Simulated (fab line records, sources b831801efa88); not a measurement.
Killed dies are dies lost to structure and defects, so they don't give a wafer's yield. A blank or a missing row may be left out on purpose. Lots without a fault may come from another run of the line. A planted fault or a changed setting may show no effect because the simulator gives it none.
Chamber matching | flow sky130 | SKY_VIA1_CMP_02 on cmp-01: 4 sister chambers
The step polishes SiO2. 4 wafers are shown with their chamber, then 10 later ones without.

WAFERS WITH THEIR CHAMBER
wafer  | chamber | motor_current_A (A)
L742.4 | 1       | 14.3
L742.6 | 0       | 13.9
L743.1 | 3       | 12.6
L743.3 | 2       | 12.3

WAFERS WITHOUT THEIR CHAMBER
wafer  | motor_current_A (A)
L743.5 | 13.7
L746.1 | 14.1
L746.4 | 12.7
L746.5 | 14.3
L747.1 | 13.8
L747.2 | 12.5
L747.4 | 11.8
L749.2 | 11.9
L749.4 | 14.1
L749.5 | 12.9

WHICH CHAMBER EACH WENT THROUGH
wafer  | from the rows above     | in truth
L743.5 | can't be placed: 0 or 1 | 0
L746.1 | can't be placed: 0 or 1 | 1
L746.4 | can't be placed: 3 or 2 | 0
L746.5 | can't be placed: 1 or 0 | 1
L747.1 | can't be placed: 0 or 1 | 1
L747.2 | can't be placed: 3 or 2 | 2
L747.4 | can't be placed: 2 or 3 | 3
L749.2 | can't be placed: 2 or 3 | 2
L749.4 | can't be placed: 0 or 1 | 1
L749.5 | can't be placed: 3 or 2 | 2
Placed correctly: 0 of 10. Can't be placed from these rows: 10 (the true chamber is among the candidates in 9). Placed wrongly: 0.
How it was worked out, from the rows above alone: a wafer's distance from a chamber is the root of the sum, over the readings, of the square of ((its reading less the chamber's mean) divided by the reading's scatter). The wafer belongs to the nearest chamber; if the next one is less than 2 further off, it can't be placed. A chamber's mean is the mean of its shown wafers. The scatter: with one shown wafer a chamber, the root of the mean of the squares of how far each hidden wafer lies from its nearest shown one.
